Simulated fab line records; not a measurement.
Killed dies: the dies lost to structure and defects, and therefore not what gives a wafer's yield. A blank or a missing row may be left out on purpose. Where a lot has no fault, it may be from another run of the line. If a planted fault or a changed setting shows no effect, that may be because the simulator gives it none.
Matching of chambers ; flow sky130 ; SKY_VIA1_CMP_02 on cmp-02: 4 sister chambers
The step polishes SiO2. 24 wafers are shown with their chamber, then 12 later ones without.

## WAFERS PAIRED WITH THEIR CHAMBERS
wafer;chamber;motor_current_A (A)
L074.1;2;11.1
L074.3;1;10.8
L074.5;0;12.8
L075.2;1;10.8
L075.5;1;10.1
L075.6;0;12.4
L078.1;3;13.5
L078.5;1;10.4
L078.6;0;13.9
L081.1;2;12.0
L081.2;3;13.2
L081.5;2;11.4
L084.1;3;13.9
L084.2;0;12.6
L084.3;2;11.9
L085.2;0;13.1
L085.5;1;10.4
L085.6;0;12.4
L089.2;1;10.7
L089.5;2;10.6
L089.6;1;11.2
L090.3;2;11.3
L090.5;3;13.4
L090.6;2;11.5

SIGNATURES (averages over the wafers above)
reading;chamber 0;chamber 1;chamber 2;chamber 3;scatter within a chamber
motor_current_A;12.867;10.629;11.400;13.500;0.449
Rule: a wafer's distance from a chamber is the root of the sum, over the readings, of the square of ((its reading less the chamber's mean) divided by the reading's scatter). If the next closest chamber is less than 2 further off than the closest, the wafer can't be placed; otherwise it belongs to the closest. The scatter: take each reading less its chamber's mean, square it, sum over the shown wafers, divide by the number of wafers less the number of chambers, and take the root.

## WAFERS WITH NO CHAMBER GIVEN
wafer;motor_current_A (A)
L091.3;10.9
L091.4;10.9
L091.6;10.4
L092.2;12.5
L092.4;13.6
L092.5;12.6
L096.2;13.3
L096.3;12.2
L096.6;13.7
L097.4;11.1
L097.5;12.3
L097.6;13.9

## THE CHAMBER EACH PASSED THROUGH
wafer;from the rows above;in truth
L091.3;can't be placed: 1 or 2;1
L091.4;can't be placed: 1 or 2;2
L091.6;can't be placed: 1 or 2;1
L092.2;can't be placed: 0 or 3 or 2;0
L092.4;can't be placed: 3 or 0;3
L092.5;can't be placed: 0 or 3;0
L096.2;can't be placed: 3 or 0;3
L096.3;can't be placed: 0 or 2 or 3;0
L096.6;can't be placed: 3 or 0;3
L097.4;can't be placed: 2 or 1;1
L097.5;can't be placed: 0 or 2 or 3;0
L097.6;can't be placed: 3 or 0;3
Correct placement for 0 of the 12. Not placeable from these rows: 12 (in 12, the candidates include the true chamber). Placed wrongly: 0.
